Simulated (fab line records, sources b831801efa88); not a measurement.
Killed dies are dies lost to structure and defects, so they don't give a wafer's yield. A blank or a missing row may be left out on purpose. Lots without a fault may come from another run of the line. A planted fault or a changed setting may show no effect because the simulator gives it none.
fab line records | flow gf180mcu | part 2 of 2: steps 25 to 36 of 36
record lots=5 wafers=15 last_day=34
route steps=602 shown DUAL_GATE@153 POLY_GATE@157 HV_LDD@176
lots that met no fault: from a run of the same line without faults
start_h: hours from the record's first day to the start of the lot's first wafer shown | wait_h: hours since the lot's step before | " the same as in the row above | L1.1+2: a row that stands for several wafers | - no value, or no start given | * or withheld: withheld | < > ~ a bound
route shown NAME@n: a module of which the file shows steps, and the number in the route of the first | usual: mean/standard deviation of fault-free wafers | same: alike in all rows | chamber/n: place in a boat | sites: the reading at each site | _std_site: their standard deviation | _edge_site: outer sites' mean less inner sites' | radius_mm: how far each site lies from the wafer's centre | mask NAME#n: copy n | behind: the tool/chamber that last shaped the wafer | hold: why the lot was held/for how many hours/how that ended | device: the transistor (n, p or np) that didn't switch | end of line: the same wafers' tests at the end of the route | a step without rows: its recipe alone | killed: dies lost to structure and defects at the first sort, not the wafer's yield | map: a wafer's dies, x killed, . not, _ none there
set.NAME: the setting as run; set.NAME@STEP: as run at that earlier step | model.NAME: the simulator's own value behind a step, which no gauge read
lots at some steps of the route; a table a step, a row a wafer
services: from which hour (start_h, from the record's first day; less than 0 if before it) a tool's chamber was out of use, for how many hours, and why
## steps
# step GF_HV_LDD_HMDS_01
# recipe prime_time_s=60 prime_temp_c=120
# usual prime_temp_c=119.96/0.12
# same prime_time_s=60
# columns lot.wafer tool chamber start_h wait_h prime_temp_c
L081.2 litho_track-03 0 256.33 0.1 119.83
L081.3 " 0 " " 119.84
L081.5 " 0 " " 120.01
L086.2 litho_track-02 0 289.93 0.1 119.98
L086.5 " 0 " " 119.82
L086.6 " 0 " " 119.98
L088.1 litho_track-03 0 306.90 0.1 119.81
L088.3 " 0 " " 119.86
L088.5 " 0 " " 119.93
L096.1 litho_track-03 0 364.50 0.1 120.04
L096.2 " 0 " " 120.03
L096.6 " 0 " " 120.07
L097.3 litho_track-03 0 378.90 0.1 119.86
L097.5 " 0 " " 120.02
L097.6 " 0 " " 119.82
# step GF_HV_LDD_COAT_02
# recipe resist=NOVOLAK spin_rpm=3000 resist_thk_nm=1000
# columns lot.wafer tool chamber start_h wait_h
L081.2+3+5 litho_track-03 0 256.48 0.1
L086.2+5+6 litho_track-02 0 290.08 0.1
L088.1+3+5 litho_track-03 0 307.05 0.1
L096.1+2+6 litho_track-03 0 364.65 0.1
L097.3+5+6 litho_track-03 0 379.05 0.1
# step GF_HV_LDD_SOFTBAKE_03
# recipe temp_c=90 time_s=60 resist=NOVOLAK
# columns lot.wafer tool chamber start_h wait_h
L081.2+3+5 litho_track-03 0 256.63 0.1
L086.2+5+6 litho_track-02 0 290.23 0.1
L088.1+3+5 litho_track-03 0 307.20 0.1
L096.1+2+6 litho_track-03 0 364.80 0.1
L097.3+5+6 litho_track-03 0 379.20 0.1
# step GF_HV_LDD_EXPOSE_04
# recipe mask_id=Nplus_LV_AREA target_cd_nm=400 na=0.6 source_shape=conventional sigma_outer=0.6 dose_mj=140
# usual focus_offset_nm=0.0/0.45 reticle_temp_C=23.01/0.12
# columns lot.wafer tool chamber start_h wait_h mask focus_offset_nm reticle_temp_C
L081.2 iline_stepper-02 0 - - Nplus_LV_AREA#0 -0.5 23.13
L081.3 " 0 " " Nplus_LV_AREA#0 0.4 23.06
L081.5 " 0 " " Nplus_LV_AREA#0 1.2 23.13
L086.2 iline_stepper-01 0 - - Nplus_LV_AREA#0 -0.1 23.14
L086.5 " 0 " " Nplus_LV_AREA#0 -0.9 23.05
L086.6 " 0 " " Nplus_LV_AREA#0 0.1 23.10
L088.1 iline_stepper-01 0 - - Nplus_LV_AREA#0 -0.3 23.00
L088.3 " 0 " " Nplus_LV_AREA#0 -1.1 23.17
L088.5 " 0 " " Nplus_LV_AREA#0 0.1 22.84
L096.1 iline_stepper-02 0 - - Nplus_LV_AREA#0 -0.3 22.94
L096.2 " 0 " " Nplus_LV_AREA#0 -0.6 22.93
L096.6 " 0 " " Nplus_LV_AREA#0 -0.1 23.09
L097.3 iline_stepper-02 0 - - Nplus_LV_AREA#0 0.1 22.78
L097.5 " 0 " " Nplus_LV_AREA#0 -0.8 22.96
L097.6 " 0 " " Nplus_LV_AREA#0 0.0 23.07
# step GF_HV_LDD_PEB_05
# recipe temp_c=withheld time_s=* resist=NOVOLAK
# columns lot.wafer tool chamber start_h wait_h
L081.2+3+5 litho_track-02 0 - -
L086.2+5+6 litho_track-04 0 - -
L088.1+3+5 litho_track-03 0 - -
L096.1+2+6 litho_track-03 0 - -
L097.3+5+6 litho_track-04 0 - -
# step GF_HV_LDD_DEVELOP_06
# recipe develop_time_s=60 dev_temp_c=23
# columns lot.wafer tool chamber start_h wait_h
L081.2+3+5 litho_track-02 0 266.28 0.1
L086.2+5+6 litho_track-04 0 299.86 0.1
L088.1+3+5 litho_track-03 0 317.60 0.1
L096.1+2+6 litho_track-03 0 377.00 0.1
L097.3+5+6 litho_track-04 0 390.89 0.1
# step GF_HV_LDD_CD_MEAS_07
# recipe target_cd_nm=400
# usual cd_nm=400.3/2.2
# columns lot.wafer tool chamber start_h wait_h cd_nm
L081.2 cd_sem-02 - 266.43 0.1 403.8
L081.3 " - " " 401.6
L081.5 " - " " 398.8
L086.2 cd_sem-01 - 300.01 0.1 403.8
L086.5 " - " " 401.8
L086.6 " - " " 403.1
L088.1 cd_sem-02 - 317.75 0.1 400.9
L088.3 " - " " 398.2
L088.5 " - " " 400.8
L096.1 cd_sem-01 - 377.15 0.1 400.4
L096.2 " - " " 403.4
L096.6 " - " " 400.9
L097.3 cd_sem-02 - 391.03 0.1 398.8
L097.5 " - " " 399.1
L097.6 " - " " 398.4
# step GF_HV_LDD_OVL_MEAS_08
# usual HV_LDD_OVL=-0.3/1.3
# columns lot.wafer tool chamber start_h wait_h HV_LDD_OVL[nm]
L081.2 overlay-02 - 266.54 0.1 -1.0
L081.3 " - " " 0.6
L081.5 " - " " 1.2
L086.2 overlay-01 - 300.12 0.1 -1.4
L086.5 " - " " 0.7
L086.6 " - " " -1.6
L088.1 overlay-02 - 317.87 0.1 -2.7
L088.3 " - " " -2.5
L088.5 " - " " -1.1
L096.1 overlay-01 - 377.27 0.1 -0.7
L096.2 " - " " 0.3
L096.6 " - " " 0.7
L097.3 overlay-01 - 391.12 0.1 -2.8
L097.5 " - " " -2.2
L097.6 " - " " -1.3
# step GF_HV_LDD_IMPLANT_09
# recipe species=As energy_kev=40 dose_cm2=1e+14 tilt_deg=7
# usual faraday_current_uA=565/13
# columns lot.wafer tool chamber start_h wait_h faraday_current_uA
L081.2 implanter-04 0 266.59 0.0 559
L081.3 " 0 " " 567
L081.5 " 0 " " 579
L086.2 implanter-04 0 300.17 0.0 566
L086.5 " 0 " " 550
L086.6 " 0 " " 548
L088.1 implanter-01 0 317.91 0.0 577
L088.3 " 0 " " 588
L088.5 " 0 " " 573
L096.1 implanter-01 0 377.31 0.0 561
L096.2 " 0 " " 552
L096.6 " 0 " " 552
L097.3 implanter-02 0 391.19 0.1 559
L097.5 " 0 " " 555
L097.6 " 0 " " 559
# step GF_HV_LDD_STRIP_10
# recipe chemistry=O2/N2 power_w=1400 pressure_mtorr=1500 platen_temp_c=250 o2_flow_sccm=3000 n2_flow_sccm=300 overash_fraction=0.5
# usual drypump_motor_current_A=5.7/0.38 heater_power_w=361/34 oes_product_au=0.716/0.0044 strip_time_to_endpoint_s=12.65/0.03
# columns lot.wafer tool chamber start_h wait_h drypump_motor_current_A heater_power_w oes_product_au rf_hours_counter_h strip_time_to_endpoint_s
L081.2 plasma_asher-04 1 266.72 0.1 5.4 375 0.720 62 12.65
L081.3 " 1 " " 5.4 366 0.712 - 12.65
L081.5 " 1 " " 5.4 377 0.709 - 12.65
L086.2 plasma_asher-02 0 300.30 0.1 5.8 350 0.715 16 12.67
L086.5 " 0 " " 5.8 357 0.713 - 12.64
L086.6 " 1 " " 6.3 419 0.713 - 12.64
L088.1 plasma_asher-02 1 318.06 0.1 6.3 422 0.718 18 12.63
L088.3 " 1 " " 6.4 421 0.714 - 12.66
L088.5 " 0 " " 5.8 346 0.721 - 12.67
L096.1 plasma_asher-02 0 377.46 0.1 5.8 346 0.722 25 12.70
L096.2 " 1 " " 6.3 422 0.715 25 12.68
L096.6 " 0 " " 5.8 354 0.717 - 12.68
L097.3 plasma_asher-04 1 391.33 0.1 5.4 378 0.722 - 12.62
L097.5 " 1 " " 5.4 380 0.720 - 12.59
L097.6 " 0 " " 5.1 314 0.710 - 12.57
# step GF_HV_LDD_TW_MEAS_11
# usual HV_LDD_TW=2425/23
# columns lot.wafer tool chamber start_h wait_h HV_LDD_TW
L081.2 film_metro-04 - 266.83 0.1 2407
L081.3 " - " " 2402
L081.5 " - " " 2414
L086.2 film_metro-01 - 300.41 0.1 2460
L086.5 " - " " 2450
L086.6 " - " " 2469
L088.1 film_metro-01 - 318.16 0.1 2467
L088.3 " - " " 2470
L088.5 " - " " 2458
L096.1 film_metro-01 - 377.56 0.1 2434
L096.2 " - " " 2449
L096.6 " - " " 2443
L097.3 film_metro-04 - 391.41 0.1 2418
L097.5 " - " " 2426
L097.6 " - " " 2406
# step GF_HV_LDD_DEHYDRATE_12
# recipe temp_c=200 time_s=60
# columns lot.wafer tool chamber start_h wait_h
L081.2+3+5 litho_track-04 0 275.52 8.7
L086.2+5+6 litho_track-04 0 310.36 9.9
L088.1+3+5 litho_track-03 0 328.55 10.4
L096.1+2+6 litho_track-03 0 388.80 11.2
L097.3+5+6 litho_track-04 0 401.89 10.5
## services
# columns tool chamber start_h hours kind
wet_bench-02 - 199.22 3.9 repair
iline_stepper-01 - 200.45 4.7 repair
iline_stepper-01 - 216.86 4.4 pm
furnace-02 - 219.22 4.3 pm
rie_si-01 - 230.08 14.6 pm
iline_stepper-02 - 232.60 1.7 pm
rie_diel-01 3 243.92 3.7 repair
wet_bench-01 - 251.01 1.4 repair
krf_scanner-01 - 251.26 1.0 pm
implanter-04 - 253.67 3.4 repair
krf_scanner-01 - 258.84 3.6 pm
krf_scanner-01 - 265.92 1.3 pm
lpcvd-01 - 267.49 1.1 repair
plasma_asher-02 - 278.30 3.6 repair
krf_scanner-01 - 282.71 4.0 pm
furnace-01 - 308.44 3.0 pm
furnace-01 - 311.44 2.7 pm
krf_scanner-01 - 316.53 0.8 pm
plasma_asher-04 - 317.38 1.7 repair
furnace-02 - 326.89 1.1 repair
plasma_asher-03 - 344.01 4.4 repair
rie_diel-01 1 364.79 3.3 repair
rie_si-01 0 373.78 8.7 repair
furnace-02 - 387.34 4.0 pm
